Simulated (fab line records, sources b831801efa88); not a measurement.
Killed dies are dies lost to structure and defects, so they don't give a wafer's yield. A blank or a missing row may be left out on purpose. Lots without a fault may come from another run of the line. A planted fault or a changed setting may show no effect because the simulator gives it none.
Problem report in the 8D (eight disciplines) form, filled by code | flow gf180mcu | the parts of the form that need people (team, actions taken, sign-off) are left out

1. THE PROBLEM
DNWELL_TW at GF_DNWELL_TW_MEAS_09 reads a mean of 1190 on 6 wafers of 2 lots; wafers without a fault read 1338 with a standard deviation of 7.7. That is -19 standard deviations from the usual mean.
First seen on wafer L877.2, day 6 00:20, on film_metro-04. The record holds 39 wafers of 13 lots with a number at this step. Rule for "out", or "out of limits": more than 4 standard deviations from the usual mean. The other wafers with a number count as sound.

2. WHAT IT IS AND WHAT IT IS NOT
question                    | is                           | is not
which readings at this step | DNWELL_TW                    | -
which lots                  | L877, L878                   | L863, L864, L866, L868, L873, L875, L876, L879, L880, L882, L884
which wafers of those lots  | all that have a number       | -
read on which gauges        | film_metro-01, film_metro-04 | film_metro-02
when                        | from day 6 00:20             | up to then (21 sound wafers); but 12 sound wafers of L879, L880, L882, L884 came after

3. SUSPECTS, AND WHAT RULES EACH OUT
Counting: a tool at a process step up to the reading stays a suspect if it ran every lot that is out and no sound lot after the first of them.
- the gauge at GF_DNWELL_TW_MEAS_09: ruled out. The wafers that are out were read on 2 gauges (film_metro-01, film_metro-04).
- implanter-01 at GF_DNWELL_IMPLANT_07: kept. It ran every lot that is out, first L877 (day 6 00:06), and no sound lot after that; its last sound lot up to then is L876 (day 5 18:11). Its own readings are out on those wafers: dose_ions_cm2, faraday_current_uA.
Left after counting: implanter-01 at GF_DNWELL_IMPLANT_07.

4. THE CAUSE (what the simulator had put in)
Process parameter drift: implanter-01, from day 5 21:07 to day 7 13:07, at GF_DNWELL_IMPLANT_07. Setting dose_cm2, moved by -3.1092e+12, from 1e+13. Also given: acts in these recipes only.
Counting left only this tool.

5. THE CHAIN OF EFFECTS, in route order
Each row: a reading whose mean over the struck wafers that have a number lies more than 3 standard deviations from the usual. Only readings for which the record gives a usual standard deviation are gone through. hours: the time from each lot's start at the first step in this table that gives one to its start at this step, as a median over the lots. sigmas: the change in usual standard deviations.
hours | step                 | reading            | usual | on struck wafers | change | sigmas
0     | GF_DNWELL_IMPLANT_07 | dose_ions_cm2      | 1e+13 | 7e+12            | -3e+12 | -99 or more
0     | GF_DNWELL_IMPLANT_07 | faraday_current_uA | 56.3  | 38.9             | -17.4  | -15
0     | GF_DNWELL_TW_MEAS_09 | DNWELL_TW          | 1338  | 1190             | -148   | -19
The process steps in it:
- GF_DNWELL_IMPLANT_07
Later measuring or inspecting steps at which every struck wafer that the step has a row for has a number for every such reading, and none has moved that far: GF_NWELL_TW_MEAS_11, GF_POLY_GATE_OVL_MEAS_11.

6. WHAT WOULD HAVE CAUGHT IT SOONER
In this record the first reading out of limits at a measuring or inspecting step was taken at day 6 00:20, 3 hours after the fault began at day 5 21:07.
The tool's own readings at GF_DNWELL_IMPLANT_07 were out on every struck wafer that the step has a row for (dose_ions_cm2, faraday_current_uA): an alarm limit on them would have fired on the first of those.
Of the lots that are out (2), L878 began GF_DNWELL_IMPLANT_07 on implanter-01 after day 6 00:20. A hold on the tool at that time would have spared it.
